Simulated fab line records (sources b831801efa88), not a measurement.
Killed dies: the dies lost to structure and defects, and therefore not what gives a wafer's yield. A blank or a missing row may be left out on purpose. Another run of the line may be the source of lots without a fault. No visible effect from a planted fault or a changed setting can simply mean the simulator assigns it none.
fab line records	flow sky130	part 1 of 2: steps 1 to 29 of 42
record: lots: 5	wafers: 15	last-day: 48
route steps=708 shown METAL3@572 VIA3@573 METAL4@598 CAP2M@603
lots untouched by any fault: they come from a run of this same line in which no faults occurred
start-h: hours from the record's first day to the start of the lot's first wafer shown	wait-h: hours since the lot's step before	" same as the row above	L1.1+2: a row that stands for several wafers	- value missing, or start not given	* or withheld: withheld	< > ~ a bound
route shown NAME@n: a module of which the file shows steps, and the number in the route of the first	usual: mean/standard deviation taken from wafers without a fault	same: alike in all rows	chamber/n: place in a boat	sites: each site's reading	_std_site: how widely they spread, as a standard deviation	_edge_site: inner sites' mean taken away from outer sites' mean	radius-mm: for every site, how far away it sits from the centre of the wafer	mask NAME#n: copy n	behind: the last tool/chamber to shape the wafer	hold: why the lot went on hold/how many hours it stayed there/how the hold came to an end	device: transistor that didn't switch, given as n, p or np	end of line: tests of these same wafers at the route's end	step lacking rows: just its recipe	killed: at the first sort, the dies lost to defects and structure; wafer yield is something else	map: the dies of a wafer, with x for killed, . for not killed, _ for no die there
set.NAME: the run value of the setting; set.NAME@STEP: its run value at that earlier step	model.NAME: the simulator's own value behind a step, which no gauge read
certain route steps with their lots: each step a table, each wafer a row
services: from which hour (start-h, from the record's first day; less than 0 if before it) a tool's chamber was out of use, for how many hours, and why
== steps ==
step: SKY_METAL3_CLEAN_22
recipe: chemistry: O3/DIW	dry: n2-spin
lot.wafer	tool	chamber	start-h	wait-h
L074.1+3+6	wet-bench-02	0	900.93	0.0
L078.1+2+3	wet-bench-01	3	945.41	0.0
L081.3+4+6	wet-bench-02	1	958.79	0.0
L083.1+2+3	wet-bench-01	3	972.93	0.0
L084.2+5+6	wet-bench-03	0	988.39	0.0
step: SKY_VIA3_HDPCVD_00
recipe: material: SiO2	target-thk-nm: 1635	sigma-open-frac: 0.3	time-s: 272.5	temp-c: 400	sih4-flow-sccm: 60	pressure-mtorr: 6
lot.wafer	tool	chamber	start-h	wait-h
L074.1+3+6	hdpcvd-02	0,1,0	901.03	0.0
L078.1+2+3	hdpcvd-02	1,2,0	945.51	0.0
L081.3+4+6	hdpcvd-01	0,1,0	958.88	0.0
L083.1+2+3	hdpcvd-02	1,0,2	973.02	0.0
L084.2+5+6	hdpcvd-02	1,2,1	988.49	0.0
step: SKY_VIA3_THK_MEAS_01
recipe: reads: SiO2_of_VIA3_HDPCVD_00
usual: VIA3_HDPCVD_THK: 1633/16
lot.wafer	tool	chamber	start-h	wait-h	VIA3_HDPCVD_THK[nm]
L074.1	film-metro-03	-	901.19	0.1	1643
L074.3	"	-	"	"	1638
L074.6	"	-	"	"	1655
L078.1	film-metro-03	-	945.68	0.1	1629
L078.2	"	-	"	"	1676
L078.3	"	-	"	"	1640
L081.3	film-metro-04	-	959.07	0.1	1668
L081.4	"	-	"	"	1647
L081.6	"	-	"	"	1673
L083.1	film-metro-04	-	973.19	0.1	1628
L083.2	"	-	"	"	1620
L083.3	"	-	"	"	1610
L084.2	film-metro-01	-	988.66	0.1	1633
L084.5	"	-	"	"	1617
L084.6	"	-	"	"	1612
step: SKY_VIA3_CMP_02
recipe: material: SiO2	down-force-psi: 4	platen-rpm: 60	pad-velocity-m-s: 0.94248
usual: motor-current-A: 11.3/1.3	retaining-ring-pressure-frac: 1.000/0.0051
lot.wafer	tool	chamber	start-h	wait-h	motor-current-A	retaining-ring-pressure-frac
L074.1	cmp-01	3	901.53	0.3	10.8	1.003
L074.3	"	0	"	"	11.1	0.997
L074.6	"	1	"	"	10.7	0.994
L078.1	cmp-02	2	945.79	0.1	10.8	1.003
L078.2	"	3	"	"	9.5	1.004
L078.3	"	0	"	"	12.7	0.997
L081.3	cmp-01	2	959.16	0.1	10.9	1.007
L081.4	"	3	"	"	10.7	1.001
L081.6	"	1	"	"	10.9	0.989
L083.3	cmp-01	1	973.25	0.0	10.9	1.005
L083.1	"	3	"	"	10.9	1.002
L083.2	"	0	"	"	11.6	0.991
L084.2	cmp-02	3	988.76	0.1	9.6	1.002
L084.5	"	2	"	"	10.5	0.993
L084.6	"	3	"	"	9.6	1.002
step: SKY_VIA3_BOW_MEAS_03
recipe: mode: bow
usual: VIA3_BOW: 79/7.4
lot.wafer	tool	chamber	start-h	wait-h	VIA3_BOW[um]
L074.1	film-metro-01	-	901.73	0.1	79
L074.3	"	-	"	"	78
L074.6	"	-	"	"	76
L078.1	film-metro-01	-	946.04	0.2	84
L078.2	"	-	"	"	74
L078.3	"	-	"	"	84
L081.3	film-metro-01	-	959.45	0.2	87
L081.4	"	-	"	"	85
L081.6	"	-	"	"	84
L083.1	film-metro-01	-	973.55	0.1	71
L083.2	"	-	"	"	76
L083.3	"	-	"	"	84
L084.2	film-metro-04	-	989.03	0.2	83
L084.5	"	-	"	"	85
L084.6	"	-	"	"	82
step: SKY_VIA3_DEHYDRATE_04
recipe: temp-c: 200	time-s: 60
lot.wafer	tool	chamber	start-h	wait-h
L074.1+3+6	litho-track-03	0	913.95	12.2
L078.1+2+3	litho-track-02	0	958.03	12.0
L081.3+4+6	litho-track-02	0	971.63	12.2
L083.1+2+3	litho-track-02	0	985.08	11.5
L084.2+5+6	litho-track-01	0	1000.23	11.2
step: SKY_VIA3_HMDS_05
recipe: prime-time-s: 60	prime-temp-c: 120
lot.wafer	tool	chamber	start-h	wait-h
L074.1+3+6	litho-track-03	0	914.10	0.1
L078.1+2+3	litho-track-02	0	958.18	0.1
L081.3+4+6	litho-track-02	0	971.78	0.1
L083.1+2+3	litho-track-02	0	985.23	0.1
L084.2+5+6	litho-track-01	0	1000.38	0.1
step: SKY_VIA3_COAT_06
recipe: resist: BARC	temp-c: withheld	time-s: withheld	spin-rpm: 3000	resist-thk-nm: 60
lot.wafer	tool	chamber	start-h	wait-h
L074.1+3+6	litho-track-03	0	914.25	0.1
L078.1+2+3	litho-track-02	0	958.33	0.1
L081.3+4+6	litho-track-02	0	971.93	0.1
L083.1+2+3	litho-track-02	0	985.38	0.1
L084.2+5+6	litho-track-01	0	1000.53	0.1
step: SKY_VIA3_COAT_07
recipe: resist: KrF-thick	spin-rpm: 3000	resist-thk-nm: 450
lot.wafer	tool	chamber	start-h	wait-h
L074.1+3+6	litho-track-03	0	-	-
L078.1+2+3	litho-track-02	0	-	-
L081.3+4+6	litho-track-02	0	-	-
L083.1+2+3	litho-track-02	0	-	-
L084.2+5+6	litho-track-01	0	-	-
step: SKY_VIA3_SOFTBAKE_08
recipe: temp-c: 100	time-s: 90	resist: KrF-thick
lot.wafer	tool	chamber	start-h	wait-h
L074.1+3+6	litho-track-03	0	-	-
L078.1+2+3	litho-track-02	0	-	-
L081.3+4+6	litho-track-02	0	-	-
L083.1+2+3	litho-track-02	0	-	-
L084.2+5+6	litho-track-01	0	-	-
step: SKY_VIA3_EXPOSE_09
recipe: mask-id: VIM3	na: 0.8	source-shape: annular	sigma-inner: 0.55	sigma-outer: 0.85	target-cd-nm: 200	dose-mj: 38
lot.wafer	tool	chamber	start-h	wait-h	mask
L074.1+3+6	krf-scanner-01	0	-	-	VIM3#0
L078.1+2+3	krf-scanner-01	0	-	-	VIM3#0
L081.3+4+6	krf-scanner-01	0	-	-	VIM3#0
L083.1+2+3	krf-scanner-01	0	-	-	VIM3#0
L084.2+5+6	krf-scanner-01	0	-	-	VIM3#0
step: SKY_VIA3_PEB_10
recipe: peb-temp-c: withheld	peb-time-s: withheld	resist: KrF-thick
lot.wafer	tool	chamber	start-h	wait-h
L074.1+3+6	litho-track-02	0	-	-
L078.1+2+3	litho-track-01	0	-	-
L081.3+4+6	litho-track-03	0	-	-
L083.1+2+3	litho-track-03	0	-	-
L084.2+5+6	litho-track-02	0	-	-
step: SKY_VIA3_DEVELOP_11
recipe: develop-time-s: 60	resist: KrF-thick	dev-temp-c: 21
lot.wafer	tool	chamber	start-h	wait-h
L074.1+3+6	litho-track-02	0	-	-
L078.1+2+3	litho-track-01	0	-	-
L081.3+4+6	litho-track-03	0	-	-
L083.1+2+3	litho-track-03	0	-	-
L084.2+5+6	litho-track-02	0	-	-
step: SKY_VIA3_CD_MEAS_12
recipe: target-cd-nm: 200
usual: cd-nm: 199.6/1.2
lot.wafer	tool	chamber	start-h	wait-h	cd-nm
L074.1	cd-sem-02	-	927.23	-	198.0
L074.3	"	-	"	"	199.1
L074.6	"	-	"	"	199.3
L078.1	cd-sem-01	-	971.41	-	197.0
L078.2	"	-	"	"	200.5
L078.3	"	-	"	"	198.7
L081.3	cd-sem-02	-	984.29	-	199.3
L081.4	"	-	"	"	197.6
L081.6	"	-	"	"	198.1
L083.1	cd-sem-01	-	997.45	-	199.2
L083.2	"	-	"	"	200.5
L083.3	"	-	"	"	199.0
L084.2	cd-sem-02	-	1013.25	-	201.2
L084.5	"	-	"	"	200.3
L084.6	"	-	"	"	201.7
step: SKY_VIA3_OVL_MEAS_13
usual: VIA3_OVL: 3/5.6
lot.wafer	tool	chamber	start-h	wait-h	VIA3_OVL[nm]
L074.1	overlay-01	-	927.35	0.1	6
L074.3	"	-	"	"	1
L074.6	"	-	"	"	5
L078.1	overlay-02	-	971.53	0.1	1
L078.2	"	-	"	"	2
L078.3	"	-	"	"	8
L081.3	overlay-02	-	984.38	0.1	0
L081.4	"	-	"	"	-5
L081.6	"	-	"	"	0
L083.1	overlay-01	-	997.57	0.1	2
L083.2	"	-	"	"	7
L083.3	"	-	"	"	-3
L084.2	overlay-01	-	1013.36	0.1	5
L084.5	"	-	"	"	0
L084.6	"	-	"	"	2
step: SKY_VIA3_ETCH_14
recipe: chemistry: N2/H2	target: BARC	ion-energy-ev: 200	source-w: 500	bias-w: 100	pressure-mtorr: 30	n2-flow-sccm: 100	h2-flow-sccm: 200	stop-on: SiO2	time-s: 45.9	target-depth-a: 600
usual: drypump-motor-current-A: 6.0/0.49	n2-flow-sccm: 100.0/0.33	oes-product-au: 0.856/0.0046	throttle-valve-pct: 13.225/0.0088
lot.wafer	tool	chamber	start-h	wait-h	drypump-motor-current-A	n2-flow-sccm	oes-product-au	rf-hours-counter-h	throttle-valve-pct
L074.1	rie-diel-03	3	927.39	0.0	6.2	99.7	0.847	4	13.232
L074.3	"	2	"	"	6.7	100.2	0.859	13	13.223
L074.6	"	2	"	"	6.7	100.5	0.846	-	13.222
L078.1	rie-diel-03	0	971.56	0.0	5.9	99.9	0.843	20	13.210
L078.2	"	1	"	"	5.0	100.4	0.849	27	13.236
L078.3	"	2	"	"	6.6	100.0	0.850	14	13.224
L081.3	rie-diel-04	3	984.41	0.0	5.3	100.4	0.856	10	13.220
L081.4	"	0	"	"	6.3	99.7	0.856	-	13.236
L081.6	"	3	"	"	5.3	99.9	0.858	-	13.226
L083.1	rie-diel-04	3	997.61	0.0	5.2	99.7	0.859	10	13.227
L083.2	"	1	"	"	6.6	100.0	0.859	12	13.219
L083.3	"	0	"	"	6.4	99.7	0.850	5	13.237
L084.2	rie-diel-04	0	1013.39	0.0	6.3	100.5	0.860	5	13.221
L084.5	"	1	"	"	6.6	99.8	0.853	-	13.224
L084.6	"	2	"	"	5.8	99.8	0.859	-	13.207
step: SKY_VIA3_ETCH_15
recipe: target: SiO2	chemistry: C4F8/O2/Ar	target-depth-nm: 507	stop-on: TiN	mask-material: KrF-thick	source-w: 1500	bias-w: 1200	pressure-mtorr: 40	c4f8-flow-sccm: withheld	O2_flow_sccm: 6	Ar_flow_sccm: 300	time-s: 78
usual: oes-product-au: 0.946/0.0044
lot.wafer	tool	chamber	start-h	wait-h	oes-product-au	rf-hours-counter-h
L074.1	rie-diel-03	3	927.43	0.0	0.945	4
L074.3	"	2	"	"	0.944	13
L074.6	"	2	"	"	0.945	-
L078.1	rie-diel-03	0	971.61	0.0	0.934	20
L078.2	"	1	"	"	0.952	27
L078.3	"	2	"	"	0.949	14
L081.3	rie-diel-04	3	984.45	0.0	0.933	10
L081.4	"	0	"	"	0.943	-
L081.6	"	3	"	"	0.937	-
L083.1	rie-diel-04	3	997.65	0.0	0.944	10
L083.2	"	1	"	"	0.951	12
L083.3	"	0	"	"	0.947	5
L084.2	rie-diel-04	0	1013.43	0.0	0.953	5
L084.5	"	1	"	"	0.946	-
L084.6	"	2	"	"	0.945	-
step: SKY_VIA3_STRIP_16
recipe: chemistry: O2/N2	power-w: 1400	pressure-mtorr: 1500	platen-temp-c: withheld	o2-flow-sccm: 3000	n2-flow-sccm: 300	overash-fraction: 0.5
usual: drypump-motor-current-A: 5.7/0.39	n2-flow-sccm: 299.8/0.87	o2-flow-sccm: 3000/9	oes-product-au: 0.403/0.0051	strip-time-to-endpoint-s: 4.143/0.027
lot.wafer	tool	chamber	start-h	wait-h	drypump-motor-current-A	n2-flow-sccm	o2-flow-sccm	oes-product-au	rf-hours-counter-h	strip-time-to-endpoint-s
L074.1	plasma-asher-02	0	927.49	0.0	5.6	299.1	2992	0.403	76	4.141
L074.3	"	0	"	"	5.6	299.4	3003	0.403	-	4.156
L074.6	"	1	"	"	5.5	298.9	2995	0.408	-	4.133
L078.1	plasma-asher-03	0	971.67	0.0	5.2	299.5	3009	0.414	21	4.152
L078.2	"	1	"	"	6.0	300.2	2991	0.388	21	4.104
L078.3	"	0	"	"	5.1	300.9	3003	0.406	-	4.117
L081.3	plasma-asher-02	1	984.54	0.1	5.5	300.3	2996	0.395	-	4.124
L081.4	"	0	"	"	5.5	299.2	2989	0.404	-	4.168
L081.6	"	1	"	"	5.4	300.6	3000	0.393	-	4.117
L083.1	plasma-asher-01	0	997.71	0.0	6.4	299.9	2992	0.406	118	4.103
L083.2	"	1	"	"	5.6	300.6	2987	0.406	118	4.128
L083.3	"	1	"	"	5.6	300.6	3000	0.401	-	4.135
L084.2	plasma-asher-03	0	1013.49	0.0	5.1	299.1	3001	0.409	25	4.130
L084.5	"	1	"	"	6.0	300.9	2997	0.408	-	4.176
L084.6	"	0	"	"	5.1	300.2	2989	0.403	-	4.124
step: SKY_VIA3_STRIP_17
recipe: chemistry: post-etch-residue-remover	time-s: 1200	temp-c: 72.5
usual: bath-guard-temp-C: 72.5/0.58
lot.wafer	tool	chamber	start-h	wait-h	bath-guard-temp-C
L074.1	wet-bench-03	3	927.59	0.1	72.9
L074.3	"	3	"	"	72.9
L074.6	"	3	"	"	73.1
L078.1	wet-bench-03	2	971.77	0.1	72.3
L078.2	"	2	"	"	72.8
L078.3	"	2	"	"	72.7
L081.3	wet-bench-03	0	984.61	0.0	71.8
L081.4	"	0	"	"	71.8
L081.6	"	0	"	"	72.0
L083.1	wet-bench-03	1	997.81	0.1	72.8
L083.2	"	1	"	"	72.2
L083.3	"	1	"	"	72.8
L084.2	wet-bench-04	1	1013.59	0.1	72.6
L084.5	"	1	"	"	72.8
L084.6	"	1	"	"	72.7
step: SKY_VIA3_CLEAN_18
recipe: chemistry: IPA	time-s: 180	temp-c: 25
lot.wafer	tool	chamber	start-h	wait-h
L074.1+3+6	wet-bench-03	0	927.96	0.0
L078.1+2+3	wet-bench-02	1	972.14	0.0
L081.3+4+6	wet-bench-02	3	984.95	0.0
L083.1+2+3	wet-bench-02	3	998.15	0.0
L084.2+5+6	wet-bench-03	1	1013.93	0.0
step: SKY_VIA3_CLEAN_19
recipe: chemistry: O3/DIW	dry: n2-spin
lot.wafer	tool	chamber	start-h	wait-h
L074.1+3+6	wet-bench-03	2	928.03	0.0
L078.1+2+3	wet-bench-03	0	972.20	0.0
L081.3+4+6	wet-bench-03	3	985.01	0.0
L083.1+2+3	wet-bench-03	0	998.21	0.0
L084.2+5+6	wet-bench-02	2	1014.00	0.0
step: SKY_VIA3_SPUTTER_20
recipe: material: TiN	target-thk-nm: 20	chamber-pressure-pa: 5	power-w: 4000	time-s: 80
usual: throttle-valve-pct: 29.5/0.87
lot.wafer	tool	chamber	start-h	wait-h	throttle-valve-pct
L074.1	pvd-sputter-01	-	928.13	0.0	29.1
L074.3	"	-	"	"	28.1
L074.6	"	-	"	"	29.3
L078.1	pvd-sputter-02	-	972.30	0.0	28.9
L078.2	"	-	"	"	30.0
L078.3	"	-	"	"	28.6
L081.3	pvd-sputter-02	-	985.10	0.0	28.4
L081.4	"	-	"	"	29.1
L081.6	"	-	"	"	30.3
L083.1	pvd-sputter-02	-	998.30	0.0	28.9
L083.2	"	-	"	"	29.9
L083.3	"	-	"	"	28.8
L084.2	pvd-sputter-01	-	1014.09	0.0	30.3
L084.5	"	-	"	"	27.9
L084.6	"	-	"	"	29.3
step: SKY_VIA3_CVD_21
recipe: material: W	target-thk-nm: 390	time-s: 117.31	temp-c: 400	pressure-torr: 40
usual: heater-power-w: 786/84
lot.wafer	tool	chamber	start-h	wait-h	heater-power-w
L074.1	cvd-w-02	0	928.19	0.0	774
L074.3	"	0	"	"	780
L074.6	"	0	"	"	796
L078.1	cvd-w-02	1	972.36	0.0	685
L078.2	"	0	"	"	790
L078.3	"	1	"	"	669
L081.3	cvd-w-01	1	985.21	0.1	919
L081.4	"	0	"	"	850
L081.6	"	1	"	"	909
L083.1	cvd-w-02	0	998.36	0.0	768
L083.2	"	1	"	"	670
L083.3	"	1	"	"	683
L084.2	cvd-w-02	1	1014.15	0.0	686
L084.5	"	1	"	"	662
L084.6	"	0	"	"	791
step: SKY_VIA3_RS_MEAS_22
recipe: thk-meas-gauge: four-point-probe	reads: W_of_VIA3_CVD_21+TiN_of_VIA3_SPUTTER_20
usual: VIA3_W_RS: 0.294/0.0035
lot.wafer	tool	chamber	start-h	wait-h	VIA3_W_RS[ohm/sq]
L074.1	film-metro-04	-	928.31	0.1	0.298
L074.3	"	-	"	"	0.298
L074.6	"	-	"	"	0.301
L078.1	film-metro-01	-	972.49	0.1	0.293
L078.2	"	-	"	"	0.297
L078.3	"	-	"	"	0.291
L081.3	film-metro-01	-	985.33	0.1	0.291
L081.4	"	-	"	"	0.295
L081.6	"	-	"	"	0.294
L083.1	film-metro-04	-	998.49	0.1	0.294
L083.2	"	-	"	"	0.291
L083.3	"	-	"	"	0.292
L084.2	film-metro-04	-	1014.30	0.1	0.288
L084.5	"	-	"	"	0.290
L084.6	"	-	"	"	0.295
step: SKY_VIA3_THK_MEAS_23
recipe: thk-meas-gauge: xrf	reads: W_of_VIA3_CVD_21
usual: VIA3_W_THK: 378/6.7
lot.wafer	tool	chamber	start-h	wait-h	VIA3_W_THK[nm]
L074.1	film-metro-04	-	928.43	0.1	372
L074.3	"	-	"	"	375
L074.6	"	-	"	"	370
L078.1	film-metro-01	-	972.61	0.1	386
L078.2	"	-	"	"	382
L078.3	"	-	"	"	385
L081.3	film-metro-01	-	985.43	0.1	384
L081.4	"	-	"	"	380
L081.6	"	-	"	"	381
L083.1	film-metro-04	-	998.61	0.1	380
L083.2	"	-	"	"	384
L083.3	"	-	"	"	386
L084.2	film-metro-04	-	1014.41	0.1	387
L084.5	"	-	"	"	380
L084.6	"	-	"	"	380
step: SKY_VIA3_CMP_24
recipe: stop-on: SiO2	t-overpolish-s: 20	down-force-psi: 3.5	platen-rpm: 60	target-thk-nm: 0	pad-velocity-m-s: 0.94248
usual: motor-current-A: 10.4/1.2	overpolish-run-s: 19.999/0.0089	retaining-ring-pressure-frac: 1.000/0.0054	time-to-endpoint-s: 96/5.2
lot.wafer	tool	chamber	start-h	wait-h	motor-current-A	overpolish-run-s	retaining-ring-pressure-frac	time-to-endpoint-s
L074.1	cmp-02	1	928.79	0.3	12.6	19.997	0.998	96
L074.3	"	2	"	"	10.0	20.009	1.000	96
L074.6	"	0	"	"	12.3	20.000	1.000	92
L078.1	cmp-02	3	972.67	0.1	8.3	20.008	1.013	106
L078.3	"	0	"	"	11.7	20.006	1.007	98
L078.2	"	2	"	"	9.2	20.002	0.996	96
L081.3	cmp-02	1	985.47	0.0	11.9	20.009	0.995	97
L081.4	"	3	"	"	8.9	20.002	0.994	103
L081.6	"	2	"	"	9.5	20.004	1.000	93
L083.2	cmp-02	1	998.67	0.0	12.2	20.017	0.989	101
L083.3	"	2	"	"	10.1	20.004	1.003	97
L083.1	"	0	"	"	11.9	19.991	1.001	94
L084.2	cmp-02	0	1014.56	0.1	11.8	20.001	1.005	102
L084.6	"	2	"	"	10.2	19.990	1.012	104
L084.5	"	3	"	"	8.9	19.987	1.002	109
step: SKY_METAL4_SPUTTER_00
recipe: material: Ti	target-thk-nm: 15	power-w: 3000	time-s: 10	chamber-pressure-pa: 0.4
usual: throttle-valve-pct: 29.8/1.1
lot.wafer	tool	chamber	start-h	wait-h	throttle-valve-pct
L074.1	pvd-sputter-04	-	929.04	0.2	29.9
L074.3	"	-	"	"	29.9
L074.6	"	-	"	"	29.8
L078.1	pvd-sputter-03	-	972.97	0.2	28.9
L078.2	"	-	"	"	32.0
L078.3	"	-	"	"	28.4
L081.3	pvd-sputter-03	-	985.77	0.2	28.4
L081.4	"	-	"	"	28.9
L081.6	"	-	"	"	28.9
L083.1	pvd-sputter-04	-	998.97	0.1	29.8
L083.2	"	-	"	"	31.9
L083.3	"	-	"	"	29.9
L084.2	pvd-sputter-04	-	1014.76	0.1	29.7
L084.5	"	-	"	"	29.5
L084.6	"	-	"	"	31.7
step: SKY_METAL4_SPUTTER_01
recipe: material: TiN	target-thk-nm: 20	power-w: 6500	time-s: 16.7	chamber-pressure-pa: 0.4
usual: throttle-valve-pct: 29.8/1.1
lot.wafer	tool	chamber	start-h	wait-h	throttle-valve-pct
L074.1	pvd-sputter-04	-	929.06	0.0	29.9
L074.3	"	-	"	"	29.8
L074.6	"	-	"	"	29.8
L078.1	pvd-sputter-03	-	972.99	0.0	29.2
L078.2	"	-	"	"	31.7
L078.3	"	-	"	"	28.6
L081.3	pvd-sputter-03	-	985.80	0.0	28.5
L081.4	"	-	"	"	28.7
L081.6	"	-	"	"	29.0
L083.1	pvd-sputter-04	-	998.99	0.0	29.6
L083.2	"	-	"	"	31.8
L083.3	"	-	"	"	29.8
L084.2	pvd-sputter-04	-	1014.78	0.0	29.7
L084.5	"	-	"	"	29.4
L084.6	"	-	"	"	31.6
step: SKY_METAL4_SPUTTER_02
recipe: material: AlCu	target-thk-nm: 735	power-w: 10600	time-s: 39.1	chamber-pressure-pa: 0.4
usual: throttle-valve-pct: 29.8/1.1
lot.wafer	tool	chamber	start-h	wait-h	throttle-valve-pct
L074.1	pvd-sputter-04	-	929.09	0.0	29.7
L074.3	"	-	"	"	29.5
L074.6	"	-	"	"	29.8
L078.1	pvd-sputter-03	-	973.01	0.0	28.8
L078.2	"	-	"	"	31.7
L078.3	"	-	"	"	28.4
L081.3	pvd-sputter-03	-	985.82	0.0	28.5
L081.4	"	-	"	"	28.8
L081.6	"	-	"	"	28.9
L083.1	pvd-sputter-04	-	999.01	0.0	29.7
L083.2	"	-	"	"	31.8
L083.3	"	-	"	"	29.6
L084.2	pvd-sputter-04	-	1014.80	0.0	29.7
L084.5	"	-	"	"	29.9
L084.6	"	-	"	"	31.7
